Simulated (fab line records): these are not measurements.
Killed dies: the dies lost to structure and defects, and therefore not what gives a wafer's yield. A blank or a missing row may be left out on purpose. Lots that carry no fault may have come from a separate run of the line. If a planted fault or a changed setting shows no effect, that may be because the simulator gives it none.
What tool caused it? ; flow sky130 ; route of 708 steps, sampled at 1 step: 6 lots, 18 wafers

WHAT THE GAUGES READ, wafer by wafer
SKY_VT_ADJUST_PCH_OVL_MEAS_07.
lot;measured;on;VT_ADJUST_PCH_OVL (nm)
L202;day 11 00:52;overlay-01;0.9 0.5 2.2
L205;day 12 04:34;overlay-02;-0.2 0.3 0.9
L207;day 12 22:56;overlay-01;1.3 0.7 -2.6
L216;day 15 14:26;overlay-02;-0.7 -3.6 -3.2
L220;day 16 20:42;overlay-02;1.3 0.1 -0.7
L223;day 17 22:08;overlay-02;-0.6 -0.3 0.5

EACH LOT AND THE TOOL THAT RAN IT (in order: tool; ch and the chambers of the sampled wafers; start)
Before these readings, the record contains no process step.

THE ANSWER, worked out from the rows above alone
Rule: usual is defined by the lots themselves. Put in order of their means at a reading, lots are off if they are a third of the lots or fewer, leave a main group of 4 or more, and stand apart from it by a gap of 3 or more times the standard deviation of the main group's means; of several such gaps the widest counts. A main group whose means are all the same, to the digits that the tables above print for the reading, isn't used. A lot without any number at a reading at which 4 lots or more have one is off too. The other lots that the step has rows for count as sound.
Off: L216, seen at SKY_VT_ADJUST_PCH_OVL_MEAS_07 (VT_ADJUST_PCH_OVL). The main group: mean 0.3 nm, standard deviation 0.5.
A tool fits if, at a process step before that reading, it ran every lot that is off, and no sound lot after the first of them. Gauges at SKY_VT_ADJUST_PCH_OVL_MEAS_07: tried the same way as those tools. Not one of the candidates tried fits.

WHAT THE SIMULATOR PUT IN
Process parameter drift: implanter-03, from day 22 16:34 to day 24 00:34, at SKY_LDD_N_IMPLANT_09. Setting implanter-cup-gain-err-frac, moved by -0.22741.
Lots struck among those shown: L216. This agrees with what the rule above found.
